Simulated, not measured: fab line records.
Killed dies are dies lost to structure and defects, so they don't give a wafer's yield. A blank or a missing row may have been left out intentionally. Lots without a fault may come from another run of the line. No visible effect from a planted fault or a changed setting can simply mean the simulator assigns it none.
Which of the tools did it? || flow sky130 || at 1 step of a route of 708, 6 lots with 18 wafers sampled

== WHAT THE GAUGES READ, wafer by wafer ==
SKY_VT_ADJUST_HVTR_CD_MEAS_07: target cd 380 nm.
{"lot": "L610", "measured": "day 10 09:47", "on": "cd_sem-02", "cd_nm (nm)": "379.1 377.8 376.1"}
{"lot": "L612", "measured": "day 11 02:31", "on": "cd_sem-02", "cd_nm (nm)": "380.6 380.2 380.0"}
{"lot": "L614", "measured": "day 12 13:03", "on": "cd_sem-01", "cd_nm (nm)": "377.4 379.0 379.3"}
{"lot": "L615", "measured": "day 12 17:00", "on": "cd_sem-02", "cd_nm (nm)": "384.1 381.1 381.6"}
{"lot": "L626", "measured": "day 15 11:21", "on": "cd_sem-02", "cd_nm (nm)": "379.6 377.3 379.4"}
{"lot": "L628", "measured": "day 16 03:07", "on": "cd_sem-01", "cd_nm (nm)": "377.2 375.5 377.7"}

== EACH LOT AND THE TOOL THAT RAN IT (in order: tool; ch and the chambers of the sampled wafers; start) ==
No process step before these readings appears in the record.

== THE ANSWER, worked out from the rows above alone ==
Rule: the lots themselves supply what counts as usual. The widest of any qualifying gaps counts: lots, ordered by their means at a reading, are off when they make up no more than a third of the lots, leave a main group of 4 or more, and stand apart from it by 3 or more times the standard deviation of that group's means. A main group is skipped when, at the precision printed for the reading in the tables above, its means are all equal. A lot without any number at a reading at which 4 lots or more have one is off too. The other lots that the step has rows for count as sound.
None of the lots is off at any reading shown; this tells nothing.

== WHAT THE SIMULATOR HAD PUT IN ==
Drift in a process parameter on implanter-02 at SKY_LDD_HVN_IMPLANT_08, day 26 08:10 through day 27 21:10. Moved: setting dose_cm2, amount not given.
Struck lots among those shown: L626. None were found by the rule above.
